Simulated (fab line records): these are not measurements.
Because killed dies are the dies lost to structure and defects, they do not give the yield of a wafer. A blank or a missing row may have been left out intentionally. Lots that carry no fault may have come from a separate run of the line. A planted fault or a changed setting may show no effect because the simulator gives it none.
fab line records -- flow gf180mcu
record lots=6, wafers=18, last_day=34
route steps=602 shown V1@350 M2@362
lots untouched by any fault: they come from a run of this same line in which no faults occurred
start_h: hours from the record's first day to the start of the lot's first wafer shown -- wait_h: hours since the lot's step before -- " unchanged from the row above -- L1.1+2: a single row standing in for several wafers -- - no value, or no start was given -- * or withheld: withheld -- < > ~ a bound
route shown NAME@n: NAME is a module with steps in the file, n the number in the route of the first one -- usual: average and standard deviation across the fault-free wafers -- same: alike in all rows -- chamber/n: place in a boat -- sites: per-site readings -- _std_site: the values' standard deviation -- _edge_site: mean of outer sites minus mean of inner sites -- radius_mm: for every site, how far away it sits from the centre of the wafer -- mask NAME#n: copy n -- behind: tool/chamber where the wafer was last shaped -- hold: reason for holding the lot/hours on hold/outcome of the hold -- device: whichever transistor did not switch (one of n, p or np) -- end of line: tests of these same wafers at the route's end -- a step without rows: its recipe alone -- killed: count of dies lost to structure and defects at first sort (not the wafer's yield) -- map: a wafer's dies, x killed, . not, _ none there
set.NAME: the setting the step ran with; set.NAME@STEP: the setting that earlier step ran with -- model.NAME: the simulator's own value behind a step, which no gauge read
a table for each step, a row for each wafer; lots at some steps of the route
services: a tool's chamber out of use, with start hour (start_h, from the record's first day; less than 0 if before it), hours out, and reason
## steps
# step GF_V1_OVL_MEAS_15
# usual V1_OVL=1/5.1
lot.wafer,tool,chamber,start_h,wait_h,V1_OVL[nm]
L660.2,overlay-02,-,413.77,0.1,-3
L660.4,overlay-02,-,413.77,0.1,-5
L660.5,overlay-02,-,413.77,0.1,-6
L668.1,overlay-01,-,484.67,0.1,-6
L668.5,overlay-01,-,484.67,0.1,-8
L668.6,overlay-01,-,484.67,0.1,-6
L672.2,overlay-01,-,527.58,0.1,-5
L672.3,overlay-01,-,527.58,0.1,7
L672.5,overlay-01,-,527.58,0.1,2
L673.2,overlay-02,-,534.82,0.1,1
L673.4,overlay-02,-,534.82,0.1,1
L673.5,overlay-02,-,534.82,0.1,-3
L680.3,overlay-01,-,579.69,0.1,6
L680.5,overlay-01,-,579.69,0.1,8
L680.6,overlay-01,-,579.69,0.1,0
L682.1,overlay-01,-,594.59,0.1,3
L682.3,overlay-01,-,594.59,0.1,5
L682.5,overlay-01,-,594.59,0.1,6
# step GF_V1_ETCH_16
# recipe chemistry=N2/H2, target_depth_a=withheld, overetch_a=withheld, time_s=withheld, target=BARC, ion_energy_ev=200, source_w=500, bias_w=100, pressure_mtorr=30, n2_flow_sccm=100, h2_flow_sccm=200
# step GF_V1_ETCH_17
# recipe chemistry=C4F8/O2/Ar, mask_material=KrF, target=SiO2, stop_on=TiN, source_w=1500, bias_w=1200, pressure_mtorr=40, c4f8_flow_sccm=withheld, O2_flow_sccm=6, Ar_flow_sccm=300, time_s=withheld, target_depth_a=6300
# usual oes_product_au=0.856/0.0046
lot.wafer,tool,chamber,start_h,wait_h,oes_product_au
L660.2,rie_diel-03,1,-,-,0.853
L660.4,rie_diel-03,0,-,-,0.849
L660.5,rie_diel-03,0,-,-,0.861
L668.1,rie_diel-03,3,-,-,0.862
L668.5,rie_diel-03,0,-,-,0.852
L668.6,rie_diel-03,3,-,-,0.846
L672.2,rie_diel-03,2,-,-,0.853
L672.3,rie_diel-03,0,-,-,0.867
L672.5,rie_diel-03,2,-,-,0.863
L673.2,rie_diel-04,3,-,-,0.859
L673.4,rie_diel-04,1,-,-,0.851
L673.5,rie_diel-04,0,-,-,0.857
L680.3,rie_diel-04,0,-,-,0.856
L680.5,rie_diel-04,3,-,-,0.854
L680.6,rie_diel-04,0,-,-,0.856
L682.1,rie_diel-04,0,-,-,0.862
L682.3,rie_diel-04,2,-,-,0.855
L682.5,rie_diel-04,0,-,-,0.858
# step GF_V1_STRIP_18
# recipe chemistry=O2/N2, power_w=1400, pressure_mtorr=1500, platen_temp_c=250, o2_flow_sccm=3000, n2_flow_sccm=300, overash_fraction=0.5
# step GF_V1_STRIP_19
# recipe chemistry=post_etch_residue_remover, time_s=1200, temp_c=72.5
# step GF_V1_CLEAN_20
# recipe chemistry=DIW, dry=n2_spin
# step GF_V1_SPUTTER_21
# recipe material=Ti, target_thk_nm=15, chamber_pressure_pa=5, power_w=2500, substrate_temp_c=200, time_s=80.02
# usual cathode_dc_power_W=2500.0/0.46, chamber_pressure_pa=4.998/0.0093, throttle_valve_pct=29.9/0.67
lot.wafer,tool,chamber,start_h,wait_h,cathode_dc_power_W,chamber_pressure_pa,throttle_valve_pct
L660.2,pvd_sputter-01,-,414.47,0.0,2499.9,4.998,29.9
L660.4,pvd_sputter-01,-,414.47,0.0,2499.6,5.009,29.1
L660.5,pvd_sputter-01,-,414.47,0.0,2500.3,4.993,29.4
L668.1,pvd_sputter-04,-,485.37,0.0,2499.6,5.008,30.5
L668.5,pvd_sputter-04,-,485.37,0.0,2500.3,4.992,29.9
L668.6,pvd_sputter-04,-,485.37,0.0,2500.1,5.012,30.4
L672.2,pvd_sputter-04,-,528.28,0.0,2500.4,4.997,29.9
L672.3,pvd_sputter-04,-,528.28,0.0,2499.8,4.995,30.6
L672.5,pvd_sputter-04,-,528.28,0.0,2500.0,4.992,30.3
L673.2,pvd_sputter-01,-,535.55,0.0,2500.0,5.000,29.2
L673.4,pvd_sputter-01,-,535.55,0.0,2500.3,5.000,29.9
L673.5,pvd_sputter-01,-,535.55,0.0,2499.7,4.997,29.3
L680.3,pvd_sputter-04,-,580.38,0.0,2500.2,5.000,30.7
L680.5,pvd_sputter-04,-,580.38,0.0,2500.4,4.997,30.8
L680.6,pvd_sputter-04,-,580.38,0.0,2500.7,4.991,29.7
L682.1,pvd_sputter-01,-,595.29,0.0,2500.5,4.996,29.3
L682.3,pvd_sputter-01,-,595.29,0.0,2499.7,4.985,29.6
L682.5,pvd_sputter-01,-,595.29,0.0,2500.5,4.993,29.1
# step GF_V1_SPUTTER_22
# recipe material=TiN, target_thk_nm=10, chamber_pressure_pa=5, power_w=4000, time_s=40
# step GF_V1_CVD_23
# recipe material=W, target_thk_nm=350, time_s=105.05, temp_c=400, pressure_torr=40
# usual chamber_pressure_Torr=40.01/0.086, heater_power_outer_w=460/67, heater_power_w=743/89
lot.wafer,tool,chamber,start_h,wait_h,chamber_pressure_Torr,heater_power_outer_w,heater_power_w
L660.2,cvd_w-01,1,414.57,0.0,40.10,515,819
L660.4,cvd_w-01,0,414.57,0.0,39.90,373,647
L660.5,cvd_w-01,0,414.57,0.0,39.94,367,650
L668.1,cvd_w-01,1,485.47,0.0,40.06,510,810
L668.5,cvd_w-01,1,485.47,0.0,40.12,527,809
L668.6,cvd_w-01,0,485.47,0.0,39.97,368,645
L672.2,cvd_w-02,0,528.38,0.0,40.08,425,670
L672.3,cvd_w-02,0,528.38,0.0,40.11,431,680
L672.5,cvd_w-02,0,528.38,0.0,40.25,426,670
L673.2,cvd_w-02,1,535.65,0.0,40.01,534,852
L673.4,cvd_w-02,0,535.65,0.0,40.08,436,661
L673.5,cvd_w-02,0,535.65,0.0,40.15,426,671
L680.3,cvd_w-01,1,580.52,0.1,39.98,521,826
L680.5,cvd_w-01,0,580.52,0.1,40.11,369,644
L680.6,cvd_w-01,1,580.52,0.1,40.02,523,809
L682.1,cvd_w-01,0,595.39,0.0,39.96,371,648
L682.3,cvd_w-01,1,595.39,0.0,39.92,516,823
L682.5,cvd_w-01,1,595.39,0.0,39.93,516,801
# step GF_V1_RS_MEAS_24
# recipe thk_meas_gauge=four-point-probe, reads=W_of_V1_CVD_23+TiN_of_V1_SPUTTER_22+Ti_of_V1_SPUTTER_21
# usual V1_W_RS=0.326/0.0071
lot.wafer,tool,chamber,start_h,wait_h,V1_W_RS[ohm/sq]
L660.2,film_metro-04,-,414.70,0.1,0.331
L660.4,film_metro-04,-,414.70,0.1,0.310
L660.5,film_metro-04,-,414.70,0.1,0.309
L668.1,film_metro-04,-,485.58,0.1,0.333
L668.5,film_metro-04,-,485.58,0.1,0.330
L668.6,film_metro-04,-,485.58,0.1,0.318
L672.2,film_metro-02,-,528.51,0.1,0.331
L672.3,film_metro-02,-,528.51,0.1,0.324
L672.5,film_metro-02,-,528.51,0.1,0.326
L673.2,film_metro-01,-,535.78,0.1,0.330
L673.4,film_metro-01,-,535.78,0.1,0.332
L673.5,film_metro-01,-,535.78,0.1,0.331
L680.3,film_metro-04,-,580.63,0.1,0.329
L680.5,film_metro-04,-,580.63,0.1,0.313
L680.6,film_metro-04,-,580.63,0.1,0.334
L682.1,film_metro-02,-,595.50,0.1,0.316
L682.3,film_metro-02,-,595.50,0.1,0.329
L682.5,film_metro-02,-,595.50,0.1,0.332
# step GF_V1_THK_MEAS_25
# recipe thk_meas_gauge=xrf, reads=W_of_V1_CVD_23
# usual V1_W_THK=363/8.4
lot.wafer,tool,chamber,start_h,wait_h,V1_W_THK[nm]
L660.2,film_metro-04,-,414.81,0.1,358
L660.4,film_metro-04,-,414.81,0.1,382
L660.5,film_metro-04,-,414.81,0.1,381
L668.1,film_metro-04,-,485.70,0.1,357
L668.5,film_metro-04,-,485.70,0.1,358
L668.6,film_metro-04,-,485.70,0.1,375
L672.2,film_metro-02,-,528.62,0.1,358
L672.3,film_metro-02,-,528.62,0.1,365
L672.5,film_metro-02,-,528.62,0.1,363
L673.2,film_metro-01,-,535.89,0.1,357
L673.4,film_metro-01,-,535.89,0.1,354
L673.5,film_metro-01,-,535.89,0.1,357
L680.3,film_metro-04,-,580.73,0.1,361
L680.5,film_metro-04,-,580.73,0.1,381
L680.6,film_metro-04,-,580.73,0.1,358
L682.1,film_metro-02,-,595.62,0.1,374
L682.3,film_metro-02,-,595.62,0.1,359
L682.5,film_metro-02,-,595.62,0.1,357
# step GF_V1_CMP_26
# recipe stop_on=SiO2, down_force_psi=3.5, platen_rpm=60, t_overpolish_s=15, target_thk_nm=0, pad_velocity_m_s=0.94248
# usual motor_current_A=11.5/1.5, overpolish_run_s=14.999/0.01, slurry_filter_dp_kPa=13.52/0.14, time_to_endpoint_s=82/3.5
lot.wafer,tool,chamber,start_h,wait_h,motor_current_A,overpolish_run_s,slurry_filter_dp_kPa,time_to_endpoint_s
L660.2,cmp-01,1,414.86,0.0,12.9,14.985,13.50,81
L660.4,cmp-01,0,414.86,0.0,11.5,15.000,13.59,87
L660.5,cmp-01,1,414.86,0.0,12.7,14.995,13.49,85
L668.1,cmp-02,0,485.91,0.2,12.6,14.997,13.51,79
L668.5,cmp-02,1,485.91,0.2,9.7,14.997,13.46,82
L668.6,cmp-02,2,485.91,0.2,13.2,15.004,13.54,86
L672.3,cmp-02,3,528.72,0.1,11.0,14.985,13.40,85
L672.2,cmp-02,1,528.72,0.1,9.8,14.991,13.83,87
L672.5,cmp-02,3,528.72,0.1,10.9,15.016,13.65,84
L673.2,cmp-02,1,535.94,0.0,9.0,14.995,13.69,85
L673.4,cmp-02,2,535.94,0.0,13.5,15.016,13.64,82
L673.5,cmp-02,1,535.94,0.0,10.0,15.008,13.62,85
L680.3,cmp-02,0,581.10,0.4,12.5,15.001,13.46,77
L680.6,cmp-02,1,581.10,0.4,9.8,15.002,13.44,80
L680.5,cmp-02,2,581.10,0.4,13.3,14.985,13.48,82
L682.1,cmp-02,0,595.68,0.1,12.7,14.983,13.79,84
L682.3,cmp-02,3,595.68,0.1,11.2,14.995,13.53,83
L682.5,cmp-02,1,595.68,0.1,9.7,14.988,13.32,83
# step GF_M2_SPUTTER_00
# recipe material=Ti, target_thk_nm=37.5, arriving_ion_energy_ev=80, substrate_temp_c=200, chamber_pressure_pa=2, power_w=4000, time_s=150
# usual cathode_dc_power_W=3999.9/0.73, chamber_pressure_pa=2.000/0.0045, throttle_valve_pct=29.8/1
lot.wafer,tool,chamber,start_h,wait_h,cathode_dc_power_W,chamber_pressure_pa,throttle_valve_pct
L660.2,pvd_sputter-04,-,415.16,0.2,3999.3,2.003,29.9
L660.4,pvd_sputter-04,-,415.16,0.2,3999.5,1.990,29.5
L660.5,pvd_sputter-04,-,415.16,0.2,3999.7,1.997,30.2
L668.1,pvd_sputter-01,-,486.06,0.1,4001.0,2.003,29.5
L668.5,pvd_sputter-01,-,486.06,0.1,3999.8,1.997,29.4
L668.6,pvd_sputter-01,-,486.06,0.1,3999.2,1.999,29.2
L672.2,pvd_sputter-01,-,528.97,0.1,-,-,-
L672.3,pvd_sputter-01,-,528.97,0.1,-,-,-
L672.5,pvd_sputter-01,-,528.97,0.1,-,-,-
L673.2,pvd_sputter-03,-,536.24,0.2,-,-,-
L673.4,pvd_sputter-03,-,536.24,0.2,-,-,-
L673.5,pvd_sputter-03,-,536.24,0.2,-,-,-
L680.3,pvd_sputter-01,-,581.25,0.1,4000.6,2.010,29.6
L680.5,pvd_sputter-01,-,581.25,0.1,3999.4,2.010,29.8
L680.6,pvd_sputter-01,-,581.25,0.1,3999.4,2.005,29.5
L682.1,pvd_sputter-03,-,595.98,0.2,3997.3,2.001,28.0
L682.3,pvd_sputter-03,-,595.98,0.2,3999.3,1.995,32.1
L682.5,pvd_sputter-03,-,595.98,0.2,4000.3,2.005,27.9
# step GF_M2_SPUTTER_01
# recipe material=TiN, target_thk_nm=30, power_w=6500, time_s=25, chamber_pressure_pa=0.4
# usual cathode_dc_power_W=6499.8/1.1, chamber_pressure_pa=0.4000/0.00085, throttle_valve_pct=29.8/1
lot.wafer,tool,chamber,start_h,wait_h,cathode_dc_power_W,chamber_pressure_pa,throttle_valve_pct
L660.2,pvd_sputter-04,-,415.26,0.1,6501.4,0.4005,30.0
L660.4,pvd_sputter-04,-,415.26,0.1,6498.0,0.3994,29.1
L660.5,pvd_sputter-04,-,415.26,0.1,6502.2,0.4002,30.5
L668.1,pvd_sputter-01,-,486.16,0.1,6499.7,0.3996,29.8
L668.5,pvd_sputter-01,-,486.16,0.1,6500.1,0.4008,29.6
L668.6,pvd_sputter-01,-,486.16,0.1,6500.4,0.4000,29.3
L672.2,pvd_sputter-01,-,529.07,0.1,6499.4,0.3987,29.3
L672.3,pvd_sputter-01,-,529.07,0.1,6501.3,0.4015,29.7
L672.5,pvd_sputter-01,-,529.07,0.1,6498.7,0.3996,29.4
L673.2,pvd_sputter-03,-,536.34,0.1,6500.2,0.3996,31.4
L673.4,pvd_sputter-03,-,536.34,0.1,6498.9,0.3992,28.0
L673.5,pvd_sputter-03,-,536.34,0.1,6498.1,0.3994,31.3
L680.3,pvd_sputter-01,-,581.35,0.1,6499.0,0.3986,29.7
L680.5,pvd_sputter-01,-,581.35,0.1,6501.2,0.3985,29.9
L680.6,pvd_sputter-01,-,581.35,0.1,6501.7,0.3994,29.5
L682.1,pvd_sputter-03,-,596.08,0.1,6500.3,0.3990,27.8
L682.3,pvd_sputter-03,-,596.08,0.1,6498.5,0.3996,31.9
L682.5,pvd_sputter-03,-,596.08,0.1,6498.8,0.4000,28.0
## services
tool,chamber,start_h,hours,kind
cvd_w-02,-,390.00,14.0,pm
pvd_sputter-04,-,392.01,1.2,repair
rie_diel-04,-,395.44,2.0,repair
cmp-01,-,400.36,1.6,repair
cmp-02,-,404.09,4.0,pm
pvd_sputter-03,-,414.66,9.9,repair
rie_diel-03,3,448.74,26.8,repair
cmp-01,-,471.03,2.5,repair
cmp-01,-,473.19,0.7,repair
rie_diel-04,3,478.34,4.0,repair
cvd_w-02,-,482.87,0.4,repair
rie_diel-04,2,483.18,6.6,repair
cmp-02,-,492.95,16.0,repair
cmp-02,-,508.92,4.4,pm
cmp-01,-,516.34,0.9,repair
cvd_w-01,-,518.06,0.5,repair
rie_diel-04,1,520.50,4.4,repair
rie_diel-04,3,529.99,3.2,repair
cmp-01,-,540.03,2.2,repair
rie_diel-04,1,543.50,3.7,repair
cvd_w-02,-,547.99,2.8,pm
pvd_sputter-01,-,551.19,1.7,repair
pvd_sputter-03,-,551.42,1.7,repair
cmp-02,-,573.08,1.3,repair
## key
first_sign step=GF_M2_SPUTTER_00, reading=tool_record, direction=missing
effect none on later readings
met_at GF_M2_SPUTTER_00
struck_wafers L672.2,L672.3,L672.5,L673.2,L673.4,L673.5
later_rows_left_out L672.2,L672.3,L672.5,L673.2,L673.4,L673.5
sort_left_out L672.2,L672.3,L672.5,L673.2,L673.4,L673.5
onset_between 486.06 528.97
fault kind=skipped_step_whole, tool=pvd_sputter-01,pvd_sputter-03, chamber=-, onset_h=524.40, steps=GF_M2_SPUTTER_00, scope=struck_lots_only
# sort_left_out: the simulated sort isn't trusted on such a fault, so these wafers' sort isn't shown, and their yield isn't known
# later_rows_left_out: the simulator's readings of these wafers behind a module that went badly wrong aren't trusted and aren't shown, but for the sort
